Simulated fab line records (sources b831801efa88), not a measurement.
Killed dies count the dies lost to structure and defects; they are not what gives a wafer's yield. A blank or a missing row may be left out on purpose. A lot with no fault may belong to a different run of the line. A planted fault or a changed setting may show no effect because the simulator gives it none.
Code-filled problem report in 8D (eight disciplines) form -- flow sky130 -- the parts of the form that need people (team, actions taken, sign-off) are left out

1. THE ISSUE
At SKY_FIELD_ISO_ETCH_17, run length s averages 118.6 s over 6 wafers from 2 lots, while fault-free wafers read 126.0 s, standard deviation 0.42. Relative to the usual mean, that is a shift of -18 standard deviations.
The step: etches Si in HBr/Cl2/O2, target depth 342 nm, time 97.7 s.
Seen first at day 4 14:59 on rie si-02, wafer L543.3. The record holds 36 wafers of 12 lots with a number at this step. Rule for "out", or "out of limits": more than 4 standard deviations from the usual mean. Any other wafer with a number is counted as sound.

2. WHAT IT IS, WHAT IT ISN'T
question,is,is not
which readings at this step,run length s,"drypump motor current A, mfc cl2 sccm, oes product au, throttle valve pct"
which lots,"L543, L545","L532, L533, L534, L535, L538, L546, L548, L550, L551, L553"
which wafers of those lots,all that have a number,-
read on which tools,rie si-02,rie si-01
when,from day 4 14:59,"up to then (15 sound wafers); but 15 sound wafers of L546, L548, L550, L551, L553 came after"

3. SUSPECTS, AND WHAT RULES EACH OUT
Counting: a tool at a process step up to the reading stays a suspect if it ran every lot that is out and no sound lot after the first of them.
- rie si-02 at SKY_FIELD_ISO_ETCH_17 (etches Si in HBr/Cl2/O2, target depth 342 nm, time 97.7 s): kept. It processed each lot that is out, first L543 at day 4 14:59, and no sound lot thereafter; up to then, the last sound lot it processed was L538 at day 3 13:11. Its own run length s readings are out on those wafers.
The count leaves rie si-02 at SKY_FIELD_ISO_ETCH_17.

4. THE CAUSE (what the simulator had put in)
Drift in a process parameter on rie si-02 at SKY_FIELD_ISO_ETCH_17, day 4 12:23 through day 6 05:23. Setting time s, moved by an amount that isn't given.
Only this tool survived the counting.

5. THE CHAIN OF EFFECTS, in route order
Each row: a reading whose mean over the struck wafers that have a number lies more than 3 standard deviations from the usual. Readings are gone through only where the record gives a usual standard deviation; hours: the median, over the lots, of the time from a lot's start at the first step in this table giving one to that lot's start at this step; sigmas: the change measured in usual standard deviations.
hours,step,reading,usual,on struck wafers,change,sigmas
0,SKY_FIELD_ISO_ETCH_17,run length s,126.0 s,118.6,-7.4,-18
The process steps in it:
- SKY_FIELD_ISO_ETCH_17: etches Si in HBr/Cl2/O2, target depth 342 nm, time 97.7 s.
Readings that are blank on the struck wafers while sound wafers have them: rf fwd power W at SKY_FIELD_ISO_ETCH_17.
Later steps that measure or inspect, where all struck wafers having a row at the step show a number for every such reading and not one has moved that far: SKY_FIELD_ISO_THK_MEAS_25, SKY_NWELL_THK_MEAS_02.

6. HOW IT WOULD HAVE BEEN CAUGHT EARLIER
3 hours passed between the start of the fault at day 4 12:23 and the first reading out of limits in this record, taken at day 4 14:59.
